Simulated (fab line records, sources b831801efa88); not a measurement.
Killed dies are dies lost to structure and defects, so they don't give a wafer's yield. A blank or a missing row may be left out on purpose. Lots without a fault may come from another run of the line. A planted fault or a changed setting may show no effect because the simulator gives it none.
A struck lot beside a sound one | flow sfq_line | 28 steps out of a route of 325
Sound: wafers L391.3, L391.4, L391.6. Struck: wafers L402.1, L402.6. (L402.4 of the same lot was not struck and is left out.) The cause comes at the end.
At each step with rows: each side's tool, then ch and its chambers, then its first start. Under that, the readings that differ: sound wafers | struck wafers | difference of the means | sigmas: that difference in standard deviations of wafers without a fault.
alike: readings whose means differ by less than 2 such deviations, and words and numbers that are the same on both sides. not compared: withheld readings, readings that some wafer has no value for, bounds like >300 that may hide the same value, and numbers for which the record gives no deviation and whose values overlap.
The two part at a step that has a row with sigmas, a row that says differs or no value, or rows on one side only. Numbers that don't overlap but have no deviation are shown without sigmas and don't part them. A reading that every wafer of one side lacks parts them only if that side has two wafers or more.

first, 6 steps without rows for these wafers: SFQ_TRILAYER_M0_LITHO_COAT_026 (resist thk 62 nm); SFQ_TRILAYER_M0_LITHO_COAT_021 (resist thk 600 nm); SFQ_TRILAYER_M0_LITHO_SOFTBAKE_025; SFQ_TRILAYER_M0_LITHO_EXPOSE_022 (exposes mask M0, target cd 500 nm); SFQ_TRILAYER_M0_LITHO_PEB_024 (peb time 60 s); SFQ_TRILAYER_M0_LITHO_DEVELOP_023 (time 60 s).
SFQ_M0_OVL_MEAS_906:
  sound on overlay-02, day 13 04:00; struck on overlay-01, day 17 10:43
  reading     | sound       | struck | difference | sigmas
  M0_OVL (nm) | -10 -10 -10 | 8 -2   | +13        | +2
SFQ_TRILAYER_M0_BARC_OPEN_METAL_ETCH_031: etches BARC in O2, target depth 125 nm, time 41.7 s.
  sound on rie_metal-01 ch 0,1, day 13 04:03; struck on rie_metal-02 ch 1, day 17 10:45
  reading    | sound             | struck      | difference | sigmas
  bias_w (W) | 79.70 79.89 79.68 | 80.23 80.45 | +0.58      | +2
  alike: chamber_pressure_mTorr, drypump_motor_current_A, he_backside_leak_sccm, oes_product_au
  not compared: rf_hours_counter_h
then, 1 step without rows for these wafers: SFQ_TRILAYER_M0_ETCH_METAL_ETCH_024 (etches Nb in Cl2/Ar, stops on SiO2, target depth 240 nm, time 120 s).
SFQ_TRILAYER_M0_STRIP_STRIP_025: strips in O2.
  sound on rie_metal-01 ch 0,1, day 13 04:25; struck on rie_metal-02 ch 1, day 17 10:56
  alike: chamber_pressure_mTorr, drypump_motor_current_A, he_backside_leak_sccm, oes_product_au, platen_temp_c
  not compared: rf_hours_counter_h
then, 1 step without rows for these wafers: SFQ_TRILAYER_M0_STRIP_SOLV_CLEAN_026 (cleans in NMP, time 600 s).
SFQ_TRILAYER_I0_DEP_PECVD_027: deposits SiO2 from SiH4/N2O, time 111.11 s, target thk 500 nm.
  sound on pecvd-02 ch 0,2, day 13 04:59; struck on pecvd-02 ch 0,1, day 17 11:53
  alike: heater_power_w, susceptor_temp_C, throttle_valve_pct
  not compared: since_wet_clean_h
SFQ_TRILAYER_I0_CMP_CMP_028: polishes SiO2.
  sound on cmp-01 ch 1,2, day 13 10:39; struck on cmp-02 ch 1,3, day 17 12:28
  reading                                             | sound           | struck      | difference | sigmas
  model.SiO2_of_TRILAYER_I0_DEP_PECVD_027.thk_nm (nm) | 201 199.2 199.8 | 183.5 184.4 | -16.1      |
  alike: motor_current_A, time_to_endpoint_s
SFQ_I0_BOW_MEAS_907:
  sound on film_metro-02, day 13 13:41; struck on film_metro-02, day 17 14:58
  alike: I0_BOW
SFQ_TRILAYER_I0_METRO_MEASURE_029:
  sound on film_metro-02, day 13 14:10; struck on film_metro-02, day 17 15:05
  reading     | sound             | struck      | difference | sigmas
  thk_nm (nm) | 201.0 199.2 199.7 | 183.6 184.4 | -16.0      | -16
then, 6 steps without rows for these wafers: SFQ_TRILAYER_I0_VIA_LITHO_COAT_036 (resist thk 62 nm); SFQ_TRILAYER_I0_VIA_LITHO_COAT_031 (resist thk 650 nm); SFQ_TRILAYER_I0_VIA_LITHO_SOFTBAKE_035; SFQ_TRILAYER_I0_VIA_LITHO_EXPOSE_032 (exposes mask I0, target cd 500 nm); SFQ_TRILAYER_I0_VIA_LITHO_PEB_034 (peb time 60 s); SFQ_TRILAYER_I0_VIA_LITHO_DEVELOP_033 (time 60 s).
SFQ_I0_OVL_MEAS_908:
  sound on overlay-01, day 14 00:00; struck on overlay-01, day 17 19:25
  alike: I0_OVL
SFQ_TRILAYER_I0_VIA_BARC_OPEN_VIA_ETCH_046: etches BARC in O2, target depth 125 nm, time 41.7 s.
  sound on rie_diel-02 ch 0,2,3, day 14 00:01; struck on rie_diel-04 ch 3, day 17 19:27
  alike: bias_w, chamber_pressure_mTorr, drypump_motor_current_A, oes_product_au
  not compared: rf_hours_counter_h
SFQ_TRILAYER_I0_VIA_ETCH_VIA_ETCH_034: etches SiO2 in CHF3, stops on Nb, target depth 260 nm.
  sound on rie_diel-02 ch 0,2,3, day 14 00:04; struck on rie_diel-04 ch 3, day 17 19:29
  reading                        | sound             | struck      | difference | sigmas
  oes_product_au (a.u.)          | 0.859 0.851 0.863 | 0.809 0.821 | -0.043     | -9
  model.etch.depth_nm (nm)       | 201 199.2 199.8   | 183.5 184.4 | -16.1      |
  model.I0.feature_depth_nm (nm) | 201 199.2 199.8   | 183.5 184.4 | -16.1      |
  alike: bias_w, chamber_pressure_mTorr, drypump_motor_current_A
SFQ_TRILAYER_I0_VIA_STRIP_STRIP_035: strips in O2.
  sound on rie_metal-04 ch 0,1, day 14 00:23; struck on rie_metal-02 ch 0, day 17 19:36
  alike: chamber_pressure_mTorr, drypump_motor_current_A, he_backside_leak_sccm, oes_product_au, platen_temp_c
  not compared: rf_hours_counter_h
then, 1 step without rows for these wafers: SFQ_TRILAYER_I0_VIA_STRIP_SOLV_CLEAN_036 (cleans in NMP, time 600 s).
SFQ_TRILAYER_M1_DEP_PRE_CLEAN_038: time 22.5 s.
  sound on pvd_sputter-05, day 14 00:57; struck on pvd_sputter-03, day 17 20:23
  reading                                             | sound             | struck    | difference | sigmas
  model.SiO2_of_TRILAYER_I0_DEP_PECVD_027.thk_nm (nm) | 193.5 191.7 192.3 | 176 176.9 | -16        |
then, 1 step without rows for these wafers: SFQ_TRILAYER_M1_DEP_SPUTTER_037 (material Nb, target thk 200 nm, time 133.3 s).

WHERE THEY PART
First at SFQ_M0_OVL_MEAS_906; last, within this record, at SFQ_TRILAYER_I0_VIA_ETCH_VIA_ETCH_034. Later steps at which nothing parts them and some readings are alike: SFQ_TRILAYER_I0_VIA_STRIP_STRIP_035.

WHY: what the simulator had put in
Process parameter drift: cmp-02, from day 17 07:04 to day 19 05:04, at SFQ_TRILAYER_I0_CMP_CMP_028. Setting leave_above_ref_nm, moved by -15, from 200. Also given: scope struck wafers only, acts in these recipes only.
